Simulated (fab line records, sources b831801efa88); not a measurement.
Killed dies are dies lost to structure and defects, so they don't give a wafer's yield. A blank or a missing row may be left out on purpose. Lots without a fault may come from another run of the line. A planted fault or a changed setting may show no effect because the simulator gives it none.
Which tool did it? | flow gf180mcu | 14 lots, 42 wafers sampled, at 4 steps of a route of 602

WHAT THE GAUGES READ, wafer by wafer
GF_POLY_GATE_THK_MEAS_17.
lot  | measured     | on            | POLY_GATE_OXIDATION_THK (nm)
L609 | day 9 06:57  | film_metro-02 | 3.97 4.04 4.00
L610 | day 9 12:45  | film_metro-04 | 4.00 3.90 3.94
L611 | day 9 18:11  | film_metro-04 | 3.84 3.97 3.93
L612 | day 10 03:34 | film_metro-02 | 3.93 4.05 3.91
L613 | day 10 11:55 | film_metro-04 | 4.00 3.98 4.07
L615 | day 11 07:49 | film_metro-04 | 4.02 4.00 3.88
L617 | day 11 20:08 | film_metro-04 | 3.86 3.89 3.93
L618 | day 12 10:47 | film_metro-01 | 4.05 3.96 3.92
L625 | day 14 06:40 | film_metro-02 | 3.93 4.02 3.98
L627 | day 14 17:41 | film_metro-04 | 4.20 4.14 4.19
L629 | day 15 10:16 | film_metro-04 | 4.11 4.10 4.07
L630 | day 15 13:28 | film_metro-04 | 3.90 3.94 3.95
L631 | day 16 01:26 | film_metro-04 | 3.94 3.92 3.92
L632 | day 16 09:52 | film_metro-04 | 3.93 3.94 3.96

GF_HV_LDD_TW_MEAS_23.
lot  | measured     | on            | HV_LDD_2_TW
L609 | day 10 19:17 | film_metro-03 | 1063 1058 1055
L610 | day 11 02:02 | film_metro-01 | 1063 1066 1067
L611 | day 11 07:25 | film_metro-03 | 1061 1058 1060
L612 | day 11 17:12 | film_metro-02 | 1050 1047 1052
L613 | day 12 01:55 | film_metro-01 | 1054 1052 1053
L615 | day 12 23:25 | film_metro-01 | 1053 1060 1059
L617 | day 13 12:41 | film_metro-03 | 1046 1045 1051
L618 | day 14 03:31 | film_metro-03 | 1052 1058 1061
L625 | day 16 03:14 | film_metro-03 | 1060 1061 1058
L627 | day 16 13:10 | film_metro-01 | 1050 1053 1054
L629 | day 17 07:24 | film_metro-01 | 1058 1056 1054
L630 | day 17 09:58 | film_metro-03 | 1059 1059 1063
L631 | day 17 23:05 | film_metro-02 | 1060 1060 1060
L632 | day 18 08:37 | film_metro-03 | 1051 1055 1049

GF_CONTACT_THK_MEAS_03.
lot  | measured     | on            | CONTACT_CVD_02_THK (nm)
L609 | day 15 05:01 | film_metro-02 | 860 874 855
L610 | day 15 11:50 | film_metro-01 | 875 864 848
L611 | day 15 20:07 | film_metro-03 | 845 851 874
L612 | day 16 05:01 | film_metro-01 | 848 849 877
L613 | day 16 14:56 | film_metro-01 | 845 877 854
L615 | day 17 16:04 | film_metro-01 | 873 838 886
L617 | day 18 08:50 | film_metro-02 | 855 856 873
L618 | day 19 00:19 | film_metro-01 | 870 878 882
L625 | day 21 07:20 | film_metro-03 | 867 867 876
L627 | day 21 18:17 | film_metro-01 | 865 863 880
L629 | day 22 13:31 | film_metro-01 | 874 874 853
L630 | day 22 16:19 | film_metro-03 | 864 867 875
L631 | day 23 04:08 | film_metro-01 | 851 866 861
L632 | day 23 14:39 | film_metro-03 | 864 880 881

WHICH TOOL RAN EACH LOT (tool, then ch and the chambers of the sampled wafers, then the start)
lot  | GF_DUAL_GATE_OXIDATION_15
L609 | furnace-02 ch 0, day 8 09:37
L610 | furnace-01 ch 0, day 8 14:38
L611 | furnace-02 ch 0, day 8 20:02
L612 | furnace-01 ch 0, day 9 04:34
L613 | furnace-02 ch 0, day 9 12:57
L615 | furnace-02 ch 0, day 10 09:07
L617 | furnace-02 ch 0, day 10 20:31
L618 | furnace-02 ch 0, day 11 09:08
L625 | furnace-01 ch 0, day 13 05:04
L627 | furnace-01 ch 0, day 13 16:05
L629 | furnace-01 ch 0, day 14 06:40
L630 | furnace-02 ch 0, day 14 12:04
L631 | furnace-01 ch 0, day 14 23:17
L632 | furnace-02 ch 0, day 15 07:27
- GF_DUAL_GATE_OXIDATION_15: stabilise 600 s, purge 300 s, target thk 7.098 nm.

WHAT THE TOOLS THEMSELVES READ (means of the sampled wafers that have a number; where no wafer has one, the mark that the record gives instead)
GF_DUAL_GATE_OXIDATION_15.
lot  | tool       | spike_tc_bottom_C (C) | spike_tc_centre_C (C) | spike_tc_lower_C (C) | spike_tc_top_C (C) | spike_tc_upper_C (C) | tube_center_temp_C (C) | tube_center_temp_C_max | zone_power_lower_pct (%)
L609 | furnace-02 | 867.5                 | 850.9                 | 849.8                | 867                | 850.4                | 850                    | 852.3                  | 15.7
L610 | furnace-01 | 864.9                 | 849.9                 | 850.5                | 860                | 847.8                | 850                    | 852.1                  | 18.8
L611 | furnace-02 | 867.3                 | 851.0                 | 850.6                | 867                | 850.3                | 850                    | 852.4                  | 15.3
L612 | furnace-01 | 865.7                 | 851.0                 | 850.5                | 860                | 848.3                | 850                    | 852.2                  | 18.8
L613 | furnace-02 | 867.6                 | 850.4                 | 849.5                | 868                | 850.6                | 850                    | 852.7                  | 15.5
L615 | furnace-02 | 871.7                 | 853.2                 | 853.7                | 870                | 854.6                | 854                    | 856.2                  | 15.7
L617 | furnace-02 | 871.8                 | 854.6                 | 853.7                | 870                | 854.1                | 854                    | 856.0                  | 15.8
L618 | furnace-02 | 872.9                 | 853.9                 | 853.6                | 869                | 854.6                | 854                    | 855.9                  | 15.8
L625 | furnace-01 | 866.0                 | 850.3                 | 850.5                | 861                | 849.8                | 850                    | 852.0                  | 18.9
L627 | furnace-01 | 865.6                 | 850.9                 | 850.7                | 860                | 847.9                | 850                    | 852.2                  | 18.8
L629 | furnace-01 | 864.9                 | 849.8                 | 851.2                | 861                | 848.2                | 850                    | 852.4                  | 18.9
L630 | furnace-02 | 868.2                 | 850.3                 | 849.1                | 866                | 850.9                | 850                    | 852.1                  | 15.7
L631 | furnace-01 | 864.9                 | 851.0                 | 849.3                | 860                | 848.1                | 850                    | 852.5                  | 18.7
L632 | furnace-02 | 868.0                 | 849.8                 | 850.4                | 867                | 850.2                | 850                    | 852.5                  | 15.8

THE ANSWER, worked out from the rows above alone
Rule: what is usual is taken from the lots themselves. Put in order of their means at a reading, lots are off if they are a third of the lots or fewer, leave a main group of 4 or more, and stand apart from it by a gap of 3 or more times the standard deviation of the main group's means; of several such gaps the widest counts. A main group whose means are all the same, to the digits that the tables above print for the reading, isn't used. A lot without any number at a reading at which 4 lots or more have one is off too. The other lots that the step has rows for count as sound. The gauges are gone through in route order, then the tools' own readings, and for those a lot's mean is taken as printed above. The first step at which some lot is off is used, and at that step the reading that is off furthest; a lot without a number counts as furthest.
Off: L615, L617, L618, at GF_DUAL_GATE_OXIDATION_15 (tube_center_temp_C_max). The main group: mean 852.3, standard deviation 0.2.
A tool fits if, at that step or a process step before it, it ran every lot that is off, and no sound lot after the first of them. None of those tried fits.

WHAT THE SIMULATOR HAD PUT IN
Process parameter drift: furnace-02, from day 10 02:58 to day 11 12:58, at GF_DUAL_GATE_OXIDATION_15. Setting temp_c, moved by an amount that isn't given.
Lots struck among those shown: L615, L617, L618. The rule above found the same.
